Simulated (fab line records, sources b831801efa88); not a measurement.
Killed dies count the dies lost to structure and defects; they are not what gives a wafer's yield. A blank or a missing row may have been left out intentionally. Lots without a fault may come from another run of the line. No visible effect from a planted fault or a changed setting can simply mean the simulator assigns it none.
fab line records + flow sky130
record
- lots=5
- wafers=15
- last_day=51
route steps=708 shown VIA3@587 METAL4@598 CAP2M@603 PAD_OPEN@708
lots with no fault: from the same line, run without faults
start_h: hours from the record's opening day to when the first of the lot's shown wafers began + wait_h: time in hours since the lot's previous step + " same as the row above + L1.1+2: several wafers, shown together as one row + - value missing, or start not given + * or withheld: withheld + < > ~ a bound
route shown NAME@n: a module of which the file shows steps, and the number in the route of the first + usual: mean/standard deviation taken from wafers without a fault + same: alike in all rows + chamber/n: place in a boat + sites: per-site readings + _std_site: standard deviation of those values + _edge_site: outer sites' mean less inner sites' + radius_mm: for every site, how far away it sits from the centre of the wafer + mask NAME#n: copy n + behind: the tool/chamber that last shaped the wafer + hold: why the lot was held/for how many hours/how that ended + device: the n, p or np transistor that did not switch + end of line: the same wafers' tests at the end of the route + for a step that has no rows: nothing shown but its recipe + killed: dies that structure and defects cost at the first sort, which is not the same as the wafer's yield + map: shows each die of a wafer: x if killed, . if not, _ if none is there
set.NAME: the setting that was run; set.NAME@STEP: the one run at that earlier step + model.NAME: the simulator's own value behind a step, which no gauge read
lots seen at some steps along the route; tables by step, rows by wafer
services: from which hour (start_h, from the record's first day; less than 0 if before it) a tool's chamber was out of use, for how many hours, and why
## steps
# step SKY_VIA3_ETCH_14
# recipe
- chemistry=N2/H2
- target=BARC
- ion_energy_ev=200
- source_w=500
- bias_w=100
- pressure_mtorr=30
- n2_flow_sccm=100
- h2_flow_sccm=200
- stop_on=SiO2
- time_s=45.9
- target_depth_a=600
# step SKY_VIA3_ETCH_15
# recipe
- target=SiO2
- chemistry=C4F8/O2/Ar
- target_depth_nm=507
- stop_on=TiN
- mask_material=KrF-thick
- source_w=1500
- bias_w=1200
- pressure_mtorr=40
- c4f8_flow_sccm=withheld
- O2_flow_sccm=6
- Ar_flow_sccm=300
- time_s=78
# step SKY_VIA3_STRIP_16
# recipe
- chemistry=O2/N2
- power_w=1400
- pressure_mtorr=1500
- platen_temp_c=withheld
- o2_flow_sccm=3000
- n2_flow_sccm=300
- overash_fraction=0.5
# step SKY_VIA3_STRIP_17
# recipe
- chemistry=post_etch_residue_remover
- time_s=1200
- temp_c=72.5
# step SKY_VIA3_CLEAN_18
# recipe
- chemistry=IPA
- time_s=180
- temp_c=25
# step SKY_VIA3_CLEAN_19
# recipe
- chemistry=O3/DIW
- dry=n2_spin
# step SKY_VIA3_SPUTTER_20
# recipe
- material=TiN
- target_thk_nm=20
- chamber_pressure_pa=5
- power_w=4000
- time_s=80
# step SKY_VIA3_CVD_21
# recipe
- material=W
- target_thk_nm=390
- time_s=117.31
- temp_c=400
- pressure_torr=40
# step SKY_VIA3_CMP_24
# recipe
- stop_on=SiO2
- t_overpolish_s=20
- down_force_psi=3.5
- platen_rpm=60
- target_thk_nm=0
- pad_velocity_m_s=0.94248
# step SKY_METAL4_SPUTTER_00
# recipe
- material=Ti
- target_thk_nm=15
- power_w=3000
- time_s=10
- chamber_pressure_pa=0.4
# usual
- throttle_valve_pct=30.2/1.2
| lot.wafer | tool           | chamber | start_h | wait_h | throttle_valve_pct |
|-----------|----------------|---------|---------|--------|--------------------|
| L617.1    | pvd_sputter-03 | -       | 1027.96 | 0.1    | 30.2               |
| L617.2    | "              | -       | "       | "      | 30.0               |
| L617.5    | "              | -       | "       | "      | 30.0               |
| L621.3    | pvd_sputter-01 | -       | 1052.67 | 0.1    | 31.3               |
| L621.4    | "              | -       | "       | "      | 31.9               |
| L621.6    | "              | -       | "       | "      | 31.3               |
| L628.3    | pvd_sputter-01 | -       | 1096.21 | 0.2    | 31.1               |
| L628.4    | "              | -       | "       | "      | 31.6               |
| L628.5    | "              | -       | "       | "      | 31.7               |
| L630.1    | pvd_sputter-01 | -       | 1101.23 | 0.2    | 32.0               |
| L630.2    | "              | -       | "       | "      | 31.2               |
| L630.3    | "              | -       | "       | "      | 31.2               |
| L631.3    | pvd_sputter-01 | -       | 1102.45 | 0.1    | 30.9               |
| L631.4    | "              | -       | "       | "      | 31.0               |
| L631.6    | "              | -       | "       | "      | 31.2               |
# step SKY_METAL4_SPUTTER_01
# recipe
- material=TiN
- target_thk_nm=20
- power_w=6500
- time_s=16.7
- chamber_pressure_pa=0.4
# step SKY_METAL4_SPUTTER_02
# recipe
- material=AlCu
- target_thk_nm=735
- power_w=10600
- time_s=39.1
- chamber_pressure_pa=0.4
# step SKY_METAL4_SPUTTER_03
# recipe
- material=Ti
- target_thk_nm=5
- power_w=3000
- time_s=3.3
- chamber_pressure_pa=0.4
# step SKY_METAL4_SPUTTER_04
# recipe
- material=TiN
- target_thk_nm=70
- power_w=6500
- time_s=58.3
- chamber_pressure_pa=0.4
# step SKY_CAP2M_CVD_00
# recipe
- material=SiO2
- target_thk_nm=15.5
- temp_c=400
- time_s=withheld
- rf_w=450
# step SKY_CAP2M_SPUTTER_02
# recipe
- material=TiN
- target_thk_nm=200
- temp_c=300
- power_w=6500
- time_s=166.7
- chamber_pressure_pa=0.4
# step SKY_CAP2M_DEHYDRATE_05
# recipe
- temp_c=200
- time_s=60
# step SKY_CAP2M_HMDS_06
# recipe
- prime_time_s=60
- prime_temp_c=120
# step SKY_CAP2M_COAT_07
# recipe
- resist=NOVOLAK
- spin_rpm=3000
- resist_thk_nm=1140
# step SKY_CAP2M_SOFTBAKE_08
# recipe
- temp_c=90
- time_s=60
- resist=NOVOLAK
# step SKY_CAP2M_EXPOSE_09
# recipe
- mask_id=CAP2M
- na=0.6
- source_shape=conventional
- sigma_outer=0.6
- polarization=unpolarized
- target_cd_nm=1000
- dose_mj=159
# step SKY_CAP2M_PEB_10
# recipe
- temp_c=withheld
- time_s=*
- resist=NOVOLAK
# step SKY_CAP2M_DEVELOP_11
# recipe
- resist=NOVOLAK
- developer=TMAH
- develop_time_s=60
- dev_temp_c=23
# step SKY_CAP2M_METAL_ETCH_13
# recipe
- target_depth_nm=220
- stop_on=SiO2
- chemistry=Cl2/BCl3
- target=TiN
- pressure_mtorr=10
- icp_w=900
- bias_w=48.5
- Cl2_flow_sccm=60
- bcl3_flow_sccm=30
- time_s=62.9
# step SKY_CAP2M_STRIP_14
# recipe
- chemistry=O2/N2
- power_w=1400
- pressure_mtorr=1500
- platen_temp_c=withheld
- o2_flow_sccm=3000
- n2_flow_sccm=300
- overash_fraction=0.5
# step SKY_CAP2M_STRIP_15
# recipe
- chemistry=post_etch_residue_remover
- time_s=1200
- temp_c=72.5
# step SKY_CAP2M_CLEAN_16
# recipe
- chemistry=IPA
- time_s=180
- temp_c=25
# step SKY_CAP2M_CLEAN_17
# recipe
- chemistry=O3/DIW
- dry=n2_spin
# step SKY_METAL4_DEHYDRATE_05
# recipe
- temp_c=200
- time_s=60
# step SKY_METAL4_HMDS_06
# recipe
- prime_time_s=60
- prime_temp_c=120
# step SKY_METAL4_COAT_07
# recipe
- resist=BARC
- temp_c=withheld
- time_s=withheld
- spin_rpm=3000
- resist_thk_nm=60
# step SKY_METAL4_COAT_08
# recipe
- resist=KrF-thick
- spin_rpm=3000
- resist_thk_nm=1140
# step SKY_METAL4_SOFTBAKE_09
# recipe
- temp_c=100
- time_s=90
- resist=KrF-thick
# step SKY_METAL4_EXPOSE_10
# recipe
- mask_id=MM4
- na=0.68
- source_shape=annular
- sigma_inner=0.4
- sigma_outer=0.8
- target_cd_nm=300
- dose_mj=28
# step SKY_METAL4_PEB_11
# recipe
- peb_temp_c=withheld
- peb_time_s=withheld
- resist=KrF-thick
# step SKY_PAD_OPEN_PROBE_99
# usual
- defect_limited_yield=82.6/1.7
- killed_at_M0_to_M3=43/7
- killed_at_M4_up=3.1/1.5
- killed_at_contacts=23/4.9
- killed_at_front_end=16/3.9
- killed_at_other=0.3/0.52
- killed_dies=86/8.2
- killed_open=47/6.1
- killed_short=38/5.8
- sort_bin_3_pad_short=0.8/0.41
- sort_bin_5_function=10.2/1.3
- sort_bin_6_memory=6.4/1.1
- sort_n_pass=406/8.2
- sort_yield_pct=82.6/1.7
# same
- gross_dies=492
- killed_at_back_side=0
- sort_bin_4_leakage[%]=0
- sort_bin_8_speed[%]=0
| lot.wafer | tool      | chamber | start_h | wait_h | hold                     | defect_limited_yield[%] | killed_at_M0_to_M3 | killed_at_M4_up | killed_at_contacts | killed_at_front_end | killed_at_other | killed_dies | killed_open | killed_short | sort_bin_3_pad_short[%] | sort_bin_5_function[%] | sort_bin_6_memory[%] | sort_n_pass | sort_yield_pct[%] | model.etest.tester.sort_n_pass | model.etest.tester.sort_yield_pct | model.etest.tester.sort_bin_5_pct | model.etest.tester.sort_bin_3_pct |
|-----------|-----------|---------|---------|--------|--------------------------|-------------------------|--------------------|-----------------|--------------------|---------------------|-----------------|-------------|-------------|--------------|-------------------------|------------------------|----------------------|-------------|-------------------|--------------------------------|-----------------------------------|-----------------------------------|-----------------------------------|
| L617.1    | prober-02 | -       | 1164.35 | 0.1    | -                        | 83.1                    | 47                 | 2               | 12                 | 22                  | 0               | 83          | 49          | 34           | 1.4                     | 10.0                   | 5.5                  | 409         | 83.1              | 409                            | 83.13                             | 9.959                             | 1.423                             |
| L617.2    | prober-02 | -       | 1164.40 | 0.1    | -                        | 82.9                    | 37                 | 3               | 28                 | 16                  | 0               | 84          | 56          | 28           | 0.6                     | 9.3                    | 7.1                  | 408         | 82.9              | 408                            | 82.93                             | 9.35                              | 0.6098                            |
| L617.5    | prober-02 | -       | 1164.55 | 0.2    | -                        | 83.5                    | 49                 | 3               | 12                 | 17                  | 0               | 81          | 34          | 47           | 1.0                     | 8.9                    | 6.5                  | 411         | 83.5              | 411                            | 83.54                             | 8.943                             | 1.016                             |
| L621.3    | prober-01 | -       | 1185.82 | 0.2    | -                        | 81.7                    | 48                 | 1               | 24                 | 16                  | 1               | 90          | 51          | 39           | 1.0                     | 11.8                   | 5.5                  | 402         | 81.7              | 402                            | 81.71                             | 11.79                             | 1.016                             |
| L621.4    | prober-01 | -       | 1185.87 | 0.2    | -                        | 85.6                    | 41                 | 3               | 17                 | 10                  | 0               | 71          | 40          | 31           | 0.4                     | 9.1                    | 4.9                  | 421         | 85.6              | 421                            | 85.57                             | 9.146                             | 0.4065                            |
| L621.6    | prober-01 | -       | 1185.97 | 0.2    | -                        | 82.9                    | 52                 | 3               | 20                 | 9                   | 0               | 84          | 46          | 38           | 0.4                     | 10.8                   | 5.9                  | 408         | 82.9              | 408                            | 82.93                             | 10.77                             | 0.4065                            |
| L628.3    | prober-02 | -       | 1218.41 | 0.2    | await_dispo/2.1h/release | 72.6                    | 38                 | 59              | 23                 | 15                  | 0               | 135         | 41          | 37           | 2.8                     | 18.1                   | 6.5                  | 357         | 72.6              | 357                            | 72.56                             | 18.09                             | 2.846                             |
| L628.4    | prober-02 | -       | 1218.46 | 0.2    | await_dispo/2.1h/release | 74.0                    | 33                 | 56              | 21                 | 18                  | 0               | 128         | 44          | 30           | 2.8                     | 17.5                   | 5.7                  | 364         | 74.0              | 364                            | 73.98                             | 17.48                             | 2.846                             |
| L628.5    | prober-02 | -       | 1218.51 | 0.2    | await_dispo/2.1h/release | 74.0                    | 41                 | 59              | 19                 | 8                   | 1               | 128         | 47          | 29           | 5.1                     | 13.8                   | 7.1                  | 364         | 74.0              | 364                            | 73.98                             | 13.82                             | 5.081                             |
| L631.3    | prober-02 | -       | 1223.25 | 0.2    | await_dispo/5.0h/release | 74.0                    | 32                 | 54              | 24                 | 18                  | 0               | 128         | 38          | 40           | 2.8                     | 15.0                   | 8.1                  | 364         | 74.0              | 364                            | 73.98                             | 15.04                             | 2.846                             |
| L631.4    | prober-02 | -       | 1223.30 | 0.2    | await_dispo/5.0h/release | 72.0                    | 44                 | 59              | 24                 | 11                  | 0               | 138         | 44          | 37           | 4.9                     | 16.5                   | 6.7                  | 354         | 72.0              | 354                            | 71.95                             | 16.46                             | 4.878                             |
| L631.6    | prober-02 | -       | 1223.40 | 0.2    | await_dispo/5.0h/release | 73.0                    | 43                 | 62              | 19                 | 9                   | 0               | 133         | 38          | 38           | 3.5                     | 16.9                   | 6.7                  | 359         | 73.0              | 359                            | 72.97                             | 16.87                             | 3.455                             |
| L630.1    | prober-01 | -       | 1223.84 | 0.1    | await_dispo/3.8h/release | 72.2                    | 42                 | 55              | 27                 | 13                  | 0               | 137         | 51          | 36           | 3.5                     | 16.9                   | 7.5                  | 355         | 72.2              | 355                            | 72.15                             | 16.87                             | 3.455                             |
| L630.2    | prober-01 | -       | 1223.89 | 0.1    | await_dispo/3.8h/release | 74.6                    | 37                 | 52              | 18                 | 18                  | 0               | 125         | 44          | 31           | 3.3                     | 15.2                   | 6.9                  | 367         | 74.6              | 367                            | 74.59                             | 15.24                             | 3.252                             |
| L630.3    | prober-01 | -       | 1223.94 | 0.2    | await_dispo/3.8h/release | 70.5                    | 38                 | 71              | 22                 | 14                  | 0               | 145         | 44          | 35           | 3.3                     | 18.5                   | 7.7                  | 347         | 70.5              | 347                            | 70.53                             | 18.5                              | 3.252                             |
# killed by level:class
L617.1 VIA1:geometric_particle:open=10 VIA3:geometric_particle:open=9 FIELD_ISO:geometric_particle:open=8 CONTACT:geometric_particle:open=7 FIELD_ISO:geometric_particle:short=6 METAL1:geometric_particle:short=6 VIA1:geometric_particle:short=5 CONTACT:geometric_particle:short=3
L617.2 VIA1:geometric_particle:open=14 CONTACT:geometric_particle:open=12 LI_CONTACT:geometric_particle:open=8 FIELD_ISO:geometric_particle:open=5 POLY_GATE:geometric_particle:open=5 VIA2:geometric_particle:open=5 CONTACT:geometric_particle:short=4 VIA1:geometric_particle:short=4
L617.5 METAL1:geometric_particle:short=11 VIA1:geometric_particle:open=9 VIA3:geometric_particle:open=6 FIELD_ISO:geometric_particle:short=5 METAL2:geometric_particle:short=5 VIA1:geometric_particle:short=5 POLY_GATE:geometric_particle:short=4 POLY_GATE:geometric_particle:open=4
L621.3 CONTACT:geometric_particle:open=12 VIA3:geometric_particle:open=10 VIA2:geometric_particle:open=8 CONTACT:geometric_particle:short=6 METAL1:geometric_particle:short=6 VIA1:geometric_particle:short=6 VIA1:geometric_particle:open=6 FIELD_ISO:geometric_particle:short=4
L621.4 VIA2:geometric_particle:open=8 METAL1:geometric_particle:short=8 CONTACT:geometric_particle:open=7 VIA1:geometric_particle:open=7 LI_CONTACT:geometric_particle:open=4 VIA2:geometric_particle:short=4 VIA3:geometric_particle:open=4 POLY_CUT:geometric_particle:open=3
L621.6 VIA3:geometric_particle:open=11 VIA1:geometric_particle:open=9 LI_CONTACT:geometric_particle:open=8 METAL1:geometric_particle:short=8 CONTACT:geometric_particle:open=6 METAL3:geometric_particle:short=6 FIELD_ISO:geometric_particle:short=5 VIA2:geometric_particle:open=5
L628.3 METAL4:unspecified=55 VIA1:geometric_particle:open=13 POLY_GATE:geometric_particle:short=5 LI_CONTACT:geometric_particle:open=5 LOCAL_INTERCONNECT:geometric_particle:short=5 CONTACT:geometric_particle:open=5 METAL1:geometric_particle:short=5 VIA2:geometric_particle:open=5
L628.4 METAL4:unspecified=54 VIA1:geometric_particle:open=9 LI_CONTACT:geometric_particle:open=8 CONTACT:geometric_particle:open=8 FIELD_ISO:geometric_particle:short=7 VIA3:geometric_particle:open=6 VIA1:geometric_particle:short=4 POLY_GATE:geometric_particle:open=3
L628.5 METAL4:unspecified=52 VIA1:geometric_particle:open=16 VIA3:geometric_particle:open=7 METAL4:geometric_particle:short=5 LOCAL_INTERCONNECT:geometric_particle:open=4 LOCAL_INTERCONNECT:geometric_particle:short=4 FIELD_ISO:geometric_particle:open=3 LI_CONTACT:geometric_particle:open=3
L631.3 METAL4:unspecified=50 CONTACT:geometric_particle:open=11 METAL1:geometric_particle:short=8 LI_CONTACT:geometric_particle:open=6 LOCAL_INTERCONNECT:geometric_particle:short=5 METAL2:geometric_particle:short=5 POLY_GATE:geometric_particle:open=4 VIA1:geometric_particle:open=4
L631.4 METAL4:unspecified=57 VIA1:geometric_particle:open=11 CONTACT:geometric_particle:open=8 METAL2:geometric_particle:short=7 LI_CONTACT:geometric_particle:open=6 CONTACT:geometric_particle:short=5 METAL1:geometric_particle:short=5 VIA2:geometric_particle:open=4
L631.6 METAL4:unspecified=57 VIA1:geometric_particle:open=13 METAL1:geometric_particle:short=9 LI_CONTACT:geometric_particle:open=7 CONTACT:geometric_particle:short=5 METAL4:geometric_particle:short=5 VIA1:geometric_particle:short=4 CONTACT:geometric_particle:open=4
L630.1 METAL4:unspecified=50 LI_CONTACT:geometric_particle:open=10 VIA1:geometric_particle:open=10 VIA2:geometric_particle:open=8 CONTACT:geometric_particle:open=7 FIELD_ISO:geometric_particle:short=6 METAL2:geometric_particle:short=6 CONTACT:geometric_particle:short=4
L630.2 METAL4:unspecified=50 VIA1:geometric_particle:open=11 CONTACT:geometric_particle:open=10 VIA1:geometric_particle:short=7 METAL2:geometric_particle:short=7 FIELD_ISO:geometric_particle:short=5 POLY_GATE:geometric_particle:open=5 VIA2:geometric_particle:open=5
L630.3 METAL4:unspecified=66 VIA1:geometric_particle:open=13 LI_CONTACT:geometric_particle:open=6 FIELD_ISO:geometric_particle:open=5 CONTACT:geometric_particle:short=5 METAL4:geometric_particle:short=5 VIA2:geometric_particle:open=4 CONTACT:geometric_particle:open=4
# map L628.3 (x killed, . not)
__________.........._________
________x.x........xx._______
______..x.....xx.x......_____
_____..x...x.x..x....x...____
____..x.x.................___
___.x.xxx......x.x..x..x...__
__.........x................_
_....x............x..........
_.................x.......x..
_......x..........x...x......
_.xx....x....................
_.xxxxxx..x.x...xxx......x...
_.xxxxxx.....xx....x.x...x...
_xxxxxxxxx..........x..x.....
_.xxxxxxxx.x.xxx.x..x.x.....x
__xxxxxxxxx.....x..xxx..x..._
___xxxxxxxxx......x....xx..__
____xxxxxx....x...xx...x..___
_____xxxx........x.....x.____
______.....x......x....._____
________.xxx.x.x......_______
__________.xx......._________
# map L630.3 (x killed, . not)
__________x.x.x....._________
________....x..x.x...._______
______x...x.x.x.xx.xx..x_____
_____......x.x.....x.....____
____.x..x..x..x.x......x..___
___x.x.x.xxx.xx.x.....x....__
__.x.x.....xxxxxxxx......xx._
_..x...x.xxxxxxxxx...........
_.......x.xxxxxxxxx...x......
_..x....x.xxxxxxxxx...x.....x
_xx.x....xxxxxxxxxxx.........
_.........x.xxxxxxx.........x
_x....x.xx..xxxxxxxx.........
_...........x.xx..x...xx....x
_xx.x.....x.....x...........x
__...x...x.....x........x..x_
___x....x.......x...x......__
____.........x........x...___
_____....................____
______x................._____
________x.....x....x.._______
__________.........x_________
## services
| tool           | chamber | start_h | hours | kind   |
|----------------|---------|---------|-------|--------|
| pvd_sputter-03 | -       | 1019.54 | 3.4   | repair |
| pvd_sputter-01 | -       | 1037.97 | 3.9   | repair |
## key
first_sign
- step=SKY_PAD_OPEN_PROBE_99
- reading=killed_at_M4_up
- direction=up
- sigmas=38
- usual=3.1
- struck=58.6
effect
- step=SKY_PAD_OPEN_PROBE_99
- reading=sort_bin_3_pad_short
- direction=up
- sigmas=6.6
- usual=0.8
- struck=3.5
model_effect
- step=SKY_PAD_OPEN_PROBE_99
- value=etest.tester.sort_n_pass
- without=406.8
- struck=359
met_at SKY_METAL4_SPUTTER_00
struck_wafers L628.3,L628.4,L628.5,L630.1,L630.2,L630.3,L631.3,L631.4,L631.6
onset_between 1052.67 1096.21
also_fits time
fault
- kind=chamber_particle_source
- tool=pvd_sputter-01
- chamber=-
- onset_h=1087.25
- steps=SKY_METAL4_SPUTTER_00
- rate_per_visit_cm2=1.2567
- end_h=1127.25
